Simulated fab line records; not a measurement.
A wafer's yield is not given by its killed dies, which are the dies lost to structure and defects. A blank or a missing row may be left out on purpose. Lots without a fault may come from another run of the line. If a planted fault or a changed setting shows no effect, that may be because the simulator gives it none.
Chamber matching	flow sky130	4 sister chambers for SKY_VIA2_ETCH_15 on rie-diel-04
The step etches SiO2 in C4F8/O2/Ar, stops on TiN, target depth 546 nm, time 84 s. 8 wafers are shown with their chamber, then 11 later ones without.

WAFERS PAIRED WITH THEIR CHAMBERS
wafer	chamber	oes-product-au (a.u.)
L080.4	3	0.942
L082.2	2	0.932
L085.5	1	0.940
L085.6	2	0.943
L087.1	1	0.940
L087.2	3	0.947
L087.3	0	0.940
L087.4	0	0.940

WAFERS MISSING THEIR CHAMBER
wafer	oes-product-au (a.u.)
L087.5	0.933
L087.6	0.936
L092.2	0.943
L092.4	0.938
L092.6	0.930
L097.1	0.938
L097.5	0.938
L097.6	0.937
L096.1	0.936
L096.2	0.938
L096.5	0.942

WHICH CHAMBER EACH WENT THROUGH
wafer	from the rows above	in truth
L087.5	can't be placed: 2 or 0 or 1 or 3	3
L087.6	can't be placed: 2 or 0 or 1 or 3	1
L092.2	can't be placed: 3 or 0 or 1 or 2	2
L092.4	can't be placed: 2 or 0 or 1 or 3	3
L092.6	can't be placed: 2 or 0 or 1 or 3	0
L097.1	can't be placed: 2 or 0 or 1 or 3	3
L097.5	can't be placed: 2 or 0 or 1 or 3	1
L097.6	can't be placed: 2 or 0 or 1 or 3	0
L096.1	can't be placed: 2 or 0 or 1 or 3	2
L096.2	can't be placed: 2 or 0 or 1 or 3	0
L096.5	can't be placed: 0 or 1 or 3 or 2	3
Correctly placed: 0 of 11. From these rows, 11 cannot be placed; in 11 the true chamber is one of the candidates. Wrongly placed: 0.
How it was worked out, from the rows above alone: a wafer's distance from a chamber is the root of the sum, over the readings, of the square of ((its reading less the chamber's mean) divided by the reading's scatter). If the next closest chamber is less than 2 further off than the closest, the wafer can't be placed; otherwise it belongs to the closest. For every chamber, the mean is computed from those of its wafers that are shown. The scatter is the square root of a quotient: the sum, over the shown wafers, of each reading's squared deviation from its chamber's mean, divided by wafers minus chambers.
